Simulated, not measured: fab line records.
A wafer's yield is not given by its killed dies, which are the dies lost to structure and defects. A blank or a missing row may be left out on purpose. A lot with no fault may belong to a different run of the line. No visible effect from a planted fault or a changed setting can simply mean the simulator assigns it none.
A lot that was struck, set against a sound lot / flow sky130 / 15 out of 708 route steps
Sound: the wafers L673.1, L673.4, L673.5. The struck wafers were L684.1, L684.3, L684.6. The cause is named last.
Order at every step that has rows: each side's tool, ch and its chambers, its first start. Under that, the readings that differ: sound wafers / struck wafers / difference of the means / sigmas: that difference in standard deviations of wafers without a fault.
alike: a reading whose means differ by less than 2 such deviations, as well as words and numbers matching on both sides. not compared: withheld readings; readings where some wafer has no value; bounds like >300 that might hide an equal value; numbers whose values overlap and for which the record gives no deviation.
Wherever a step has rows on one side only, a row that says differs or no value, or a row with sigmas, the two part there. Numbers that have no deviation but don't overlap get no sigmas and don't part them. A reading missing from all wafers of one side parts the sides only when that side holds two or more wafers.

first, 4 steps without rows for these wafers: SKY_SD_P_SOFTBAKE_03 (time 60 s); SKY_SD_P_EXPOSE_04 (exposes mask PSDM, target cd 380 nm); SKY_SD_P_PEB_05; SKY_SD_P_DEVELOP_06 (develop time 60 s).
SKY_SD_P_CD_MEAS_07: the cd target is 380 nm.
  sound on cdSem-02, day 25 21:56; struck on cdSem-01, day 29 18:34
  alike: cdNm
SKY_SD_P_OVL_MEAS_08:
  sound on overlay-02, day 25 22:04; struck on overlay-01, day 29 18:41
reading=SD_P_OVL (nm); sound=-0.7 -1.3 -1.4; struck=2.7 2.8 2.6; difference=+3.8; sigmas=+3
next, for these wafers, 1 step has no rows: SKY_SD_P_IMPLANT_09.
SKY_SD_P_STRIP_10: strips in O2/N2.
  sound on plasmaAsher-01 ch 0,1, day 25 22:14; struck on plasmaAsher-03 ch 0,1, day 29 18:52
  alike: drypumpMotorCurrentA, oesProductAu, stripTimeToEndpointS
  not compared: rfHoursCounterH
SKY_SD_P_TW_MEAS_11:
  sound on filmMetro-04, day 25 22:20; struck on filmMetro-04, day 29 18:58
  alike: SD_P_TW
then, 3 steps without rows for these wafers: SKY_RES_XHIGH_DEHYDRATE_00 (time 60 s); SKY_RES_XHIGH_HMDS_01 (prime time 60 s); SKY_RES_XHIGH_COAT_02 (resist thk 1140 nm).
SKY_RES_XHIGH_SOFTBAKE_03: time 60 s.
  sound on lithoTrack-02 ch 0, day 26 12:43; struck on lithoTrack-04 ch 0, day 30 08:58
reading=runLengthS (s); sound=89.33 89.30 89.36; struck=105.19 105.26 105.29; difference=+15.92; sigmas=+66
  alike: resistLineTempC
then, 1 step without rows for these wafers: SKY_RES_XHIGH_EXPOSE_04 (exposes mask URPM, target cd 1270 nm).
-- the record jumps here: 18 days lie between the struck wafers' starts before and after (it left off in module RES_XHIGH and takes up again in module PAD_OPEN, whose first step shown is number 708 of the route) --
SKY_PAD_OPEN_PROBE_99:
  rows exist in the record for the struck wafers here (prober-01, day 48 20:44), but not for the sound ones

WHERE THEY PART
First at SKY_SD_P_OVL_MEAS_08; last, within this record, at SKY_PAD_OPEN_PROBE_99.

WHY: what the simulator had put in
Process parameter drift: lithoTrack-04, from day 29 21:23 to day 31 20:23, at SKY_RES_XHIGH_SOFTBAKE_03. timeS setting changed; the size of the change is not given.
